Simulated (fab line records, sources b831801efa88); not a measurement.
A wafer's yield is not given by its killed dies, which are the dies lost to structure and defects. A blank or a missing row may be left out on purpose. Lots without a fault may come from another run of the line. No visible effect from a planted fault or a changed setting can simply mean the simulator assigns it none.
fab line records	flow sky130
record: lots: 6	wafers: 18	last-day: 49
route steps=708 shown VIA2@510 PAD_OPEN@708
lots with no fault: from the same line, run without faults
start-h: hours from the record's first day to the start of the lot's first wafer shown	wait-h: how many hours have passed since the lot's step before this one	" same as the row above	L1.1+2: one row covering several wafers at once	- value missing, or start not given	* or withheld: withheld	< > ~ a bound
route shown NAME@n: names a module that has steps shown in the file, with the first one's number in the route	usual: mean and standard deviation over wafers with no fault	same: alike in all rows	chamber/n: place in a boat	sites: the reading at each site	_std_site: standard deviation of those values	_edge_site: outer sites' mean less inner sites'	radius-mm: how far each site lies from the wafer's centre	mask NAME#n: copy n	behind: the last tool/chamber to shape the wafer	hold: why the lot went on hold/how many hours it stayed there/how the hold came to an end	device: names the non-switching transistor (n, p or np)	end of line: the tests these same wafers got at the end of their route	a step given without rows: its recipe and nothing more	killed: not the wafer's yield, but the dies lost to structure and defects at the first sort	map: dies across one wafer; x = killed, . = not, _ = none there
set.NAME: the setting that was run; set.NAME@STEP: the one run at that earlier step	model.NAME: the simulator's own value behind a step, which no gauge read
certain route steps with their lots: each step a table, each wafer a row
services: a tool's chamber out of use, with start hour (start-h, from the record's first day; less than 0 if before it), hours out, and reason
== steps ==
step: SKY_VIA2_BOW_MEAS_03
recipe: mode: bow
usual: VIA2_BOW: 86/7.9
lot.wafer	tool	chamber	start-h	wait-h	VIA2_BOW[um]
L213.1	film-metro-04	-	866.69	0.2	87
L213.4	"	-	"	"	82
L213.6	"	-	"	"	98
L216.1	film-metro-02	-	902.70	0.2	95
L216.4	"	-	"	"	91
L216.6	"	-	"	"	107
L215.3	film-metro-02	-	903.37	0.1	98
L215.4	"	-	"	"	94
L215.6	"	-	"	"	91
L221.3	film-metro-02	-	927.89	0.3	83
L221.4	"	-	"	"	81
L221.5	"	-	"	"	80
L225.1	film-metro-04	-	947.62	0.2	85
L225.4	"	-	"	"	92
L225.5	"	-	"	"	89
L228.2	film-metro-02	-	965.46	0.2	88
L228.4	"	-	"	"	86
L228.6	"	-	"	"	81
step: SKY_VIA2_DEHYDRATE_04
recipe: temp-c: 200	time-s: 60
step: SKY_VIA2_HMDS_05
recipe: prime-time-s: 60	prime-temp-c: 120
step: SKY_VIA2_COAT_06
recipe: resist: BARC	temp-c: withheld	time-s: withheld	spin-rpm: 3000	resist-thk-nm: 60
step: SKY_VIA2_COAT_07
recipe: resist: KrF-thick	spin-rpm: 3000	resist-thk-nm: 450
step: SKY_VIA2_SOFTBAKE_08
recipe: temp-c: 100	time-s: 90	resist: KrF-thick
step: SKY_VIA2_EXPOSE_09
recipe: mask-id: VIM2	na: 0.8	source-shape: annular	sigma-inner: 0.55	sigma-outer: 0.85	target-cd-nm: 200	dose-mj: 38
step: SKY_VIA2_PEB_10
recipe: peb-temp-c: withheld	peb-time-s: withheld	resist: KrF-thick
step: SKY_VIA2_DEVELOP_11
recipe: develop-time-s: 60	resist: KrF-thick	dev-temp-c: 21
step: SKY_VIA2_CD_MEAS_12
recipe: target-cd-nm: 200
usual: cd-nm: 199.8/1.4
lot.wafer	tool	chamber	start-h	wait-h	cd-nm
L213.1	cd-sem-01	-	892.83	-	198.0
L213.4	"	-	"	"	200.5
L213.6	"	-	"	"	199.7
L216.1	cd-sem-02	-	927.88	-	201.5
L216.4	"	-	"	"	200.7
L216.6	"	-	"	"	201.5
L215.3	cd-sem-02	-	928.86	-	199.3
L215.4	"	-	"	"	199.2
L215.6	"	-	"	"	198.2
L221.3	cd-sem-02	-	951.62	-	198.9
L221.4	"	-	"	"	198.0
L221.5	"	-	"	"	197.2
L225.1	cd-sem-01	-	971.72	-	200.0
L225.4	"	-	"	"	198.1
L225.5	"	-	"	"	198.2
L228.2	cd-sem-01	-	989.55	-	200.7
L228.4	"	-	"	"	198.0
L228.6	"	-	"	"	201.2
step: SKY_VIA2_OVL_MEAS_13
usual: VIA2_OVL: 1/5
lot.wafer	tool	chamber	start-h	wait-h	VIA2_OVL[nm]
L213.1	overlay-02	-	892.95	0.1	1
L213.4	"	-	"	"	8
L213.6	"	-	"	"	4
L216.1	overlay-02	-	928.00	0.1	-1
L216.4	"	-	"	"	5
L216.6	"	-	"	"	1
L215.3	overlay-01	-	928.95	0.1	-4
L215.4	"	-	"	"	1
L215.6	"	-	"	"	-4
L221.3	overlay-01	-	951.71	0.1	5
L221.4	"	-	"	"	10
L221.5	"	-	"	"	13
L225.1	overlay-01	-	971.84	0.1	-5
L225.4	"	-	"	"	-2
L225.5	"	-	"	"	6
L228.2	overlay-02	-	989.65	0.1	2
L228.4	"	-	"	"	2
L228.6	"	-	"	"	7
step: SKY_VIA2_ETCH_14
recipe: chemistry: N2/H2	target: BARC	ion-energy-ev: 200	source-w: 500	bias-w: 100	pressure-mtorr: 30	n2-flow-sccm: 100	h2-flow-sccm: 200	stop-on: SiO2	time-s: 45.9	target-depth-a: 600
usual: bias-w: 100.0/0.33	drypump-motor-current-A: 5.6/0.37	oes-product-au: 0.854/0.0047	throttle-valve-pct: 13.226/0.0089
lot.wafer	tool	chamber	start-h	wait-h	bias-w	drypump-motor-current-A	oes-product-au	rf-hours-counter-h	throttle-valve-pct
L213.1	rie-diel-01	1	892.99	0.0	99.8	6.2	0.861	6	13.232
L213.4	"	2	"	"	99.9	5.0	0.857	4	13.221
L213.6	"	1	"	"	99.8	6.2	0.854	-	13.241
L216.1	rie-diel-01	2	928.03	0.0	99.6	5.0	0.845	5	13.226
L216.4	"	3	"	"	100.2	5.3	0.853	17	13.229
L216.6	"	2	"	"	100.3	5.0	0.857	-	13.224
L215.3	rie-diel-01	1	928.97	0.0	99.8	6.1	0.849	7	13.237
L215.4	"	3	"	"	99.6	5.3	0.857	17	13.239
L215.6	"	2	"	"	99.8	5.0	0.850	-	13.218
L221.3	rie-diel-04	3	951.74	0.0	99.9	5.0	0.853	20	13.226
L221.4	"	2	"	"	100.7	6.0	0.856	7	13.238
L221.5	"	0	"	"	100.1	5.3	0.856	-	13.209
L225.1	rie-diel-04	0	971.87	0.0	99.7	5.3	0.851	1	13.222
L225.4	"	2	"	"	100.4	5.9	0.856	8	13.232
L225.5	"	3	"	"	100.2	5.0	0.849	-	13.210
L228.2	rie-diel-02	0	989.68	0.0	100.1	5.5	0.849	18	13.222
L228.4	"	3	"	"	100.2	6.0	0.853	9	13.211
L228.6	"	0	"	"	99.8	5.5	0.852	-	13.241
step: SKY_VIA2_ETCH_15
recipe: target: SiO2	chemistry: C4F8/O2/Ar	target-depth-nm: 546	stop-on: TiN	mask-material: KrF-thick	source-w: 1500	bias-w: 1200	pressure-mtorr: 40	c4f8-flow-sccm: withheld	O2_flow_sccm: 6	Ar_flow_sccm: 300	time-s: 84
usual: bias-w: 1200/3.2	oes-product-au: 0.939/0.0048
lot.wafer	tool	chamber	start-h	wait-h	bias-w	oes-product-au	rf-hours-counter-h
L213.1	rie-diel-01	1	893.03	0.0	1201	0.939	6
L213.4	"	2	"	"	1201	0.936	4
L213.6	"	1	"	"	1205	0.938	-
L216.1	rie-diel-01	2	928.07	0.0	1200	0.949	5
L216.4	"	3	"	"	1087	0.949	17
L216.6	"	2	"	"	1200	0.942	-
L215.3	rie-diel-01	1	929.01	0.0	1206	0.939	7
L215.4	"	3	"	"	1084	0.934	17
L215.6	"	2	"	"	1202	0.943	-
L221.3	rie-diel-04	3	951.78	0.0	1201	0.940	20
L221.4	"	2	"	"	1201	0.944	7
L221.5	"	0	"	"	1199	0.939	-
L225.1	rie-diel-04	0	971.91	0.0	1200	0.939	1
L225.4	"	2	"	"	1197	0.942	8
L225.5	"	3	"	"	1207	0.940	-
L228.2	rie-diel-02	0	989.72	0.0	1201	0.933	18
L228.4	"	3	"	"	1204	0.939	9
L228.6	"	0	"	"	1196	0.930	-
step: SKY_VIA2_STRIP_16
recipe: chemistry: O2/N2	power-w: 1400	pressure-mtorr: 1500	platen-temp-c: withheld	o2-flow-sccm: 3000	n2-flow-sccm: 300	overash-fraction: 0.5
usual: drypump-motor-current-A: 5.6/0.62	o2-flow-sccm: 2998/7.9	oes-product-au: 0.399/0.005	strip-time-to-endpoint-s: 4.04/0.037
lot.wafer	tool	chamber	start-h	wait-h	drypump-motor-current-A	o2-flow-sccm	oes-product-au	rf-hours-counter-h	strip-time-to-endpoint-s
L213.1	plasma-asher-04	0	893.09	0.0	6.5	2996	0.397	15	4.03
L213.4	"	0	"	"	6.5	3002	0.397	-	4.04
L213.6	"	1	"	"	4.7	2986	0.393	-	4.02
L216.1	plasma-asher-02	1	928.14	0.0	5.1	2992	0.398	49	4.05
L216.4	"	1	"	"	5.2	2985	0.405	-	4.08
L216.6	"	1	"	"	5.1	2994	0.393	-	4.04
L215.3	plasma-asher-03	0	929.11	0.1	5.8	2997	0.392	-	4.01
L215.4	"	1	"	"	5.3	3004	0.395	-	4.07
L215.6	"	0	"	"	5.8	3003	0.391	-	4.03
L221.3	plasma-asher-03	1	951.87	0.1	5.3	2998	0.392	-	4.02
L221.4	"	0	"	"	5.8	2993	0.393	-	3.96
L221.5	"	0	"	"	5.8	3002	0.408	-	4.08
L225.1	plasma-asher-02	0	971.98	0.0	6.2	2999	0.397	54	4.05
L225.4	"	1	"	"	5.2	2993	0.391	-	3.98
L225.5	"	1	"	"	5.2	2985	0.400	-	3.97
L228.2	plasma-asher-03	0	989.79	0.0	5.8	2996	0.398	116	4.00
L228.4	"	0	"	"	5.8	2998	0.405	-	4.07
L228.6	"	1	"	"	5.3	3016	0.392	-	3.98
step: SKY_PAD_OPEN_PROBE_99
usual: defect-limited-yield: 82.5/1.9	killed_at_M0_to_M3: 43/6.4	killed_at_M4_up: 2.9/1.7	killed-at-contacts: 24/5	killed-at-front-end: 15/4	killed-at-other: 0.4/0.62	killed-dies: 86/9.3	killed-open: 47/6.8	killed-short: 38/5.8
same: gross-dies: 492	killed-at-back-side: 0
lot.wafer	tool	chamber	start-h	wait-h	defect-limited-yield[%]	killed_at_M0_to_M3	killed_at_M4_up	killed-at-contacts	killed-at-front-end	killed-at-other	killed-dies	killed-open	killed-short
L213.1	prober-02	-	1109.81	0.1	86.8	40	2	11	11	1	65	37	28
L213.4	prober-02	-	1109.96	0.2	83.1	47	1	20	15	0	83	44	39
L213.6	prober-02	-	1110.06	0.2	83.9	36	2	29	12	0	79	38	40
L216.1	prober-02	-	1139.05	0.1	81.7	46	0	25	19	0	90	53	36
L216.4	prober-02	-	1139.20	0.2	81.1	43	4	20	23	3	93	55	35
L216.6	prober-02	-	1139.30	0.2	83.1	41	2	22	17	1	83	49	34
L215.3	prober-02	-	1140.45	0.2	83.7	44	2	21	12	1	80	41	38
L215.4	prober-02	-	1140.50	0.2	80.3	45	4	31	15	2	97	43	54
L215.6	prober-02	-	1140.60	0.2	85.2	38	3	15	17	0	73	40	32
L221.3	prober-01	-	1155.91	0.2	81.1	48	1	29	15	0	93	58	35
L221.4	prober-01	-	1155.96	0.2	84.3	39	2	22	14	0	77	35	42
L221.5	prober-01	-	1156.01	0.2	80.3	47	4	30	16	0	97	53	42
L225.1	prober-02	-	1168.76	0.1	87.0	39	1	16	8	0	64	33	31
L225.4	prober-02	-	1168.91	0.2	82.5	41	5	23	16	1	86	45	41
L225.5	prober-02	-	1168.96	0.2	80.7	49	2	28	16	0	95	48	47
L228.2	prober-02	-	1185.54	0.1	85.8	34	3	21	11	1	70	39	30
L228.4	prober-02	-	1185.64	0.2	83.3	39	5	26	11	1	82	48	34
L228.6	prober-02	-	1185.74	0.2	82.9	46	2	27	9	0	84	50	34
killed by level:class
L213.1 VIA1:geometric-particle:open=13 METAL2:geometric-particle:short=9 VIA3:geometric-particle:open=7 FIELD_ISO:geometric-particle:open=4 CONTACT:geometric-particle:open=4 METAL1:geometric-particle:short=4 POLY_GATE:geometric-particle:short=3 VIA2:geometric-particle:open=3
L213.4 VIA1:geometric-particle:open=13 CONTACT:geometric-particle:short=8 VIA3:geometric-particle:open=7 LI_CONTACT:geometric-particle:open=6 METAL1:geometric-particle:short=6 METAL2:geometric-particle:short=5 FIELD_ISO:geometric-particle:short=4 POLY_GATE:geometric-particle:open=4
L213.6 LI_CONTACT:geometric-particle:open=9 CONTACT:geometric-particle:short=6 CONTACT:geometric-particle:open=6 FIELD_ISO:geometric-particle:open=5 LOCAL_INTERCONNECT:geometric-particle:short=5 VIA1:geometric-particle:open=5 METAL2:geometric-particle:short=5 METAL1:geometric-particle:short=4
L216.1 VIA1:geometric-particle:open=16 CONTACT:geometric-particle:open=12 VIA2:geometric-particle:open=7 LI_CONTACT:geometric-particle:open=6 FIELD_ISO:geometric-particle:short=5 FIELD_ISO:geometric-particle:open=5 VIA3:geometric-particle:short=5 VIA1:geometric-particle:short=4
L216.4 FIELD_ISO:geometric-particle:open=10 VIA1:geometric-particle:open=10 CONTACT:geometric-particle:open=9 VIA3:geometric-particle:open=8 VIA2:geometric-particle:open=6 METAL2:geometric-particle:short=6 FIELD_ISO:geometric-particle:short=5 VIA1:geometric-particle:short=5
L216.6 VIA1:geometric-particle:open=14 CONTACT:geometric-particle:open=10 FIELD_ISO:geometric-particle:short=5 VIA2:geometric-particle:open=5 VIA3:geometric-particle:short=5 LI_CONTACT:geometric-particle:open=4 METAL1:geometric-particle:short=4 FIELD_ISO:geometric-particle:open=3
L215.3 VIA1:geometric-particle:open=9 CONTACT:geometric-particle:open=9 METAL1:geometric-particle:short=9 LI_CONTACT:geometric-particle:short=6 VIA1:geometric-particle:short=5 VIA2:geometric-particle:open=5 VIA3:geometric-particle:open=5 FIELD_ISO:geometric-particle:short=3
L215.4 CONTACT:geometric-particle:short=11 METAL2:geometric-particle:short=10 LI_CONTACT:geometric-particle:open=7 CONTACT:geometric-particle:open=7 VIA1:geometric-particle:open=7 VIA2:geometric-particle:open=6 VIA2:geometric-particle:short=6 FIELD_ISO:geometric-particle:short=5
L215.6 VIA2:geometric-particle:open=8 FIELD_ISO:geometric-particle:open=7 FIELD_ISO:geometric-particle:short=7 VIA3:geometric-particle:open=6 VIA1:geometric-particle:short=5 CONTACT:geometric-particle:open=5 CONTACT:geometric-particle:short=5 VIA1:geometric-particle:open=5
L221.3 CONTACT:geometric-particle:open=14 VIA1:geometric-particle:open=10 VIA3:geometric-particle:open=10 VIA2:geometric-particle:open=7 CONTACT:geometric-particle:short=7 FIELD_ISO:geometric-particle:open=6 LI_CONTACT:geometric-particle:open=5 METAL1:geometric-particle:short=5
L221.4 CONTACT:geometric-particle:open=12 VIA1:geometric-particle:short=8 VIA1:geometric-particle:open=7 METAL1:geometric-particle:short=5 LOCAL_INTERCONNECT:geometric-particle:short=5 METAL3:geometric-particle:short=5 VIA3:geometric-particle:open=5 CONTACT:geometric-particle:short=4
L221.5 CONTACT:geometric-particle:open=14 VIA1:geometric-particle:open=10 VIA2:geometric-particle:open=9 LI_CONTACT:geometric-particle:open=7 CONTACT:geometric-particle:short=6 METAL3:geometric-particle:short=6 FIELD_ISO:geometric-particle:short=5 METAL1:geometric-particle:short=4
L225.1 VIA2:geometric-particle:open=7 VIA1:geometric-particle:open=6 LI_CONTACT:geometric-particle:short=5 CONTACT:geometric-particle:open=5 METAL1:geometric-particle:short=5 LI_CONTACT:geometric-particle:open=4 VIA1:geometric-particle:short=4 METAL3:geometric-particle:open=4
L225.4 VIA1:geometric-particle:open=9 LI_CONTACT:geometric-particle:open=7 VIA2:geometric-particle:open=7 CONTACT:geometric-particle:open=6 METAL2:geometric-particle:short=6 LOCAL_INTERCONNECT:geometric-particle:short=5 VIA2:geometric-particle:short=5 POLY_GATE:geometric-particle:open=4
L225.5 CONTACT:geometric-particle:open=10 METAL1:geometric-particle:short=10 VIA2:geometric-particle:open=9 VIA1:geometric-particle:open=8 FIELD_ISO:geometric-particle:open=7 VIA1:geometric-particle:short=7 LI_CONTACT:geometric-particle:open=6 CONTACT:geometric-particle:short=6
L228.2 CONTACT:geometric-particle:open=9 VIA1:geometric-particle:open=9 LI_CONTACT:geometric-particle:open=7 VIA1:geometric-particle:short=6 METAL1:geometric-particle:short=5 VIA2:geometric-particle:short=3 VIA2:geometric-particle:open=3 VIA3:geometric-particle:open=3
L228.4 VIA2:geometric-particle:open=10 LI_CONTACT:geometric-particle:open=9 CONTACT:geometric-particle:open=8 VIA1:geometric-particle:open=6 VIA1:geometric-particle:short=5 METAL2:geometric-particle:short=5 METAL4:geometric-particle:short=5 FIELD_ISO:geometric-particle:short=4
L228.6 LI_CONTACT:geometric-particle:open=11 VIA1:geometric-particle:open=10 VIA2:geometric-particle:open=9 CONTACT:geometric-particle:open=7 METAL1:geometric-particle:short=7 CONTACT:geometric-particle:short=4 VIA1:geometric-particle:short=4 VIA3:geometric-particle:open=4
== services ==
tool	chamber	start-h	hours	kind
rie-diel-01	1	871.64	2.4	repair
rie-diel-04	1	886.79	6.4	repair
rie-diel-04	1	914.45	2.8	repair
rie-diel-04	0	930.32	-	clean
rie-diel-04	0	930.32	18.8	scheduled-down
rie-diel-04	0	930.32	18.8	vent-cycle
plasma-asher-03	-	930.60	2.6	repair
rie-diel-01	2	951.73	6.9	repair
plasma-asher-04	-	963.10	2.2	repair
rie-diel-01	0	963.75	8.9	repair
rie-diel-01	-	974.22	2.8	pm
rie-diel-04	1	977.49	1.9	repair
rie-diel-02	-	981.53	0.2	repair
== key ==
first-sign: step: SKY_VIA2_ETCH_15	reading: bias-w	direction: down	sigmas: 36	usual: 1200	struck: 1085
effect none on later readings
met-at SKY_VIA2_ETCH_15
struck-wafers L215.4,L216.4
fault: kind: process-parameter-drift	tool: rie-diel-01	chamber: 3	onset-h: 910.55	steps: SKY_VIA2_ETCH_15	channel: bias-w	offset: -112.78	shape: step	end-h: 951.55	acts-in: these-recipes-only	stated: 1200
